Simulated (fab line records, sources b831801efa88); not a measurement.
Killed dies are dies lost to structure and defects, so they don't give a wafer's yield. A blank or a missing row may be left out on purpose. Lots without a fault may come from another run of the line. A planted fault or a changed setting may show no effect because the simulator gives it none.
A struck lot beside a sound one | flow sky130 | 43 steps out of a route of 708
Sound: wafers L859.1, L859.2, L859.3. Struck: wafers L866.1, L866.3, L866.5. The cause comes at the end.
At each step with rows: each side's tool, then ch and its chambers, then its first start. Under that, the readings that differ: sound wafers | struck wafers | difference of the means | sigmas: that difference in standard deviations of wafers without a fault.
alike: readings whose means differ by less than 2 such deviations, and words and numbers that are the same on both sides. not compared: withheld readings, readings that some wafer has no value for, bounds like >300 that may hide the same value, and numbers for which the record gives no deviation and whose values overlap.
The two part at a step that has a row with sigmas, a row that says differs or no value, or rows on one side only. Numbers that don't overlap but have no deviation are shown without sigmas and don't part them. A reading that every wafer of one side lacks parts them only if that side has two wafers or more.

SKY_VT_ADJUST_PCH_TW_MEAS_10:
  sound on film_metro-02, day 11 17:32; struck on film_metro-03, day 14 02:47
  alike: VT_ADJUST_PCH_TW
then, 7 steps without rows for these wafers: SKY_SONOS_TUNNEL_DEHYDRATE_00 (time 60 s); SKY_SONOS_TUNNEL_HMDS_01 (prime time 60 s); SKY_SONOS_TUNNEL_COAT_02 (resist thk 1124 nm); SKY_SONOS_TUNNEL_SOFTBAKE_03 (time 60 s); SKY_SONOS_TUNNEL_EXPOSE_04 (exposes mask TUNM, target cd 410 nm); SKY_SONOS_TUNNEL_PEB_05; SKY_SONOS_TUNNEL_DEVELOP_06 (develop time 60 s).
SKY_SONOS_TUNNEL_CD_MEAS_07: target cd 410 nm.
  sound on cd_sem-02, day 12 16:38; struck on cd_sem-02, day 15 04:47
  alike: cd_nm
SKY_SONOS_TUNNEL_OVL_MEAS_08:
  sound on overlay-01, day 12 16:46; struck on overlay-01, day 15 04:55
  alike: SONOS_TUNNEL_OVL
then, 2 steps without rows for these wafers: SKY_SONOS_TUNNEL_IMPLANT_09; SKY_SONOS_TUNNEL_WET_ETCH_10 (etches SiO2 in dHF, target depth 14 nm, time 280 s).
SKY_SONOS_TUNNEL_STRIP_11: strips in SPM, time 600 s.
  sound on wet_bench-02 ch 3, day 12 17:02; struck on wet_bench-02 ch 1, day 15 05:11
  alike: temp_c
SKY_SONOS_TUNNEL_TW_MEAS_12:
  sound on film_metro-02, day 12 17:13; struck on film_metro-04, day 15 05:22
  alike: SONOS_TUNNEL_TW
then, 2 steps without rows for these wafers: SKY_SONOS_TUNNEL_CLEAN_13 (cleans in dHF, time 20 s); SKY_SONOS_ONO_OXIDATION_00 (stabilise 600 s, purge 300 s, target thk 2.6 nm).
SKY_SONOS_ONO_THK_MEAS_01:
  sound on film_metro-03, day 12 19:46; struck on film_metro-01, day 15 07:17
  alike: SONOS_ONO_OXIDATION_THK
then, 1 step without rows for these wafers: SKY_SONOS_ONO_CVD_02 (deposits Si3N4 from DCS/NH3, target thk 10.5 nm, time 180 s).
SKY_SONOS_ONO_THK_MEAS_03:
  sound on film_metro-04, day 12 23:41; struck on film_metro-01, day 15 08:50
  reading                   | sound             | struck            | difference | sigmas
  SONOS_ONO_CVD_02_THK (nm) | 10.86 10.78 10.79 | 10.20 10.30 10.27 | -0.55      | -4
then, 1 step without rows for these wafers: SKY_SONOS_ONO_CVD_04 (deposits SiO2 from SiH4/N2O, target thk 5.7199 nm).
SKY_SONOS_ONO_THK_MEAS_05:
  sound on film_metro-04, day 13 00:59; struck on film_metro-04, day 15 10:08
  alike: SONOS_ONO_CVD_04_THK
then, 7 steps without rows for these wafers: SKY_SONOS_ONO_DEHYDRATE_06 (time 60 s); SKY_SONOS_ONO_HMDS_07 (prime time 60 s); SKY_SONOS_ONO_COAT_08 (resist thk 1140 nm); SKY_SONOS_ONO_SOFTBAKE_09 (time 60 s); SKY_SONOS_ONO_EXPOSE_10 (exposes mask ONOM, target cd 410 nm); SKY_SONOS_ONO_PEB_11; SKY_SONOS_ONO_DEVELOP_12 (develop time 60 s).
SKY_SONOS_ONO_CD_MEAS_13: target cd 410 nm.
  sound on cd_sem-02, day 14 02:44; struck on cd_sem-01, day 16 13:21
  alike: cd_nm
SKY_SONOS_ONO_OVL_MEAS_14:
  sound on overlay-01, day 14 02:52; struck on overlay-01, day 16 13:28
  alike: SONOS_ONO_OVL
SKY_SONOS_ONO_ETCH_15: etches the open film in CHF3/O2, target depth 19.52 nm, time 7.8 s.
  sound on rie_diel-02 ch 0,1,3, day 14 02:54; struck on rie_diel-03 ch 1,3, day 16 13:31
  reading                     | sound       | struck      | difference | sigmas
  drypump_motor_current_A (A) | 5.9 5.2 4.9 | 6.4 6.0 6.4 | +0.9       | +2
  alike: bias_w, chf3_flow_sccm, oes_product_au, throttle_valve_pct
  not compared: rf_hours_counter_h
then, 1 step without rows for these wafers: SKY_SONOS_ONO_WET_ETCH_16 (etches SiO2 in dHF, target depth 14 nm, time 280 s).
SKY_SONOS_ONO_STRIP_17: strips in O2/N2.
  sound on plasma_asher-02 ch 0,1, day 14 03:00; struck on plasma_asher-03 ch 0,1, day 16 13:37
  alike: drypump_motor_current_A, oes_product_au, strip_time_to_endpoint_s
  not compared: rf_hours_counter_h
then, 3 steps without rows for these wafers: SKY_SONOS_ONO_WET_ETCH_18 (etches Si3N4 in H3PO4, target depth 15 nm, time 172 s); SKY_GATE_OXIDE_CLEAN_00 (cleans in SC1/SC2, time 150 s); SKY_GATE_OXIDE_OXIDATION_01 (stabilise 600 s, purge 300 s, target thk 10.268 nm).
SKY_GATE_OXIDE_THK_MEAS_02:
  sound on film_metro-01, day 14 06:52; struck on film_metro-03, day 16 15:14
  alike: GATE_OXIDE_OXIDATION_00_THK
then, 5 steps without rows for these wafers: SKY_GATE_OXIDE_DEHYDRATE_03 (time 60 s); SKY_GATE_OXIDE_HMDS_04 (prime time 60 s); SKY_GATE_OXIDE_COAT_05 (resist thk 1140 nm); SKY_GATE_OXIDE_SOFTBAKE_06 (time 60 s); SKY_GATE_OXIDE_EXPOSE_07 (exposes mask LVOM, target cd 600 nm).
-- the record jumps here: 32 days lie between the struck wafers' starts before and after (it left off in module GATE_OXIDE and takes up again in module PAD_OPEN, whose first step shown is number 708 of the route) --
SKY_PAD_OPEN_PROBE_99:
  sound on prober-01, day 46 21:22; struck on prober-01, day 48 13:40
  reading             | sound    | struck                                                                     | difference                   | sigmas
  hold                | - - -    | await_dispo/2.8h/release await_dispo/2.8h/release await_dispo/2.8h/release | no value on the sound wafers |
  killed_at_front_end | 15 16 8  | 63 69 71                                                                   | +55                          | +13
  killed_dies         | 78 91 90 | 131 142 151                                                                | +55                          | +6
  alike: killed_at_M0_to_M3, killed_at_M4_up, killed_at_contacts, killed_at_other, killed_open, killed_short

WHERE THEY PART
First at SKY_SONOS_ONO_THK_MEAS_03; last, within this record, at SKY_PAD_OPEN_PROBE_99.

WHY: what the simulator had put in
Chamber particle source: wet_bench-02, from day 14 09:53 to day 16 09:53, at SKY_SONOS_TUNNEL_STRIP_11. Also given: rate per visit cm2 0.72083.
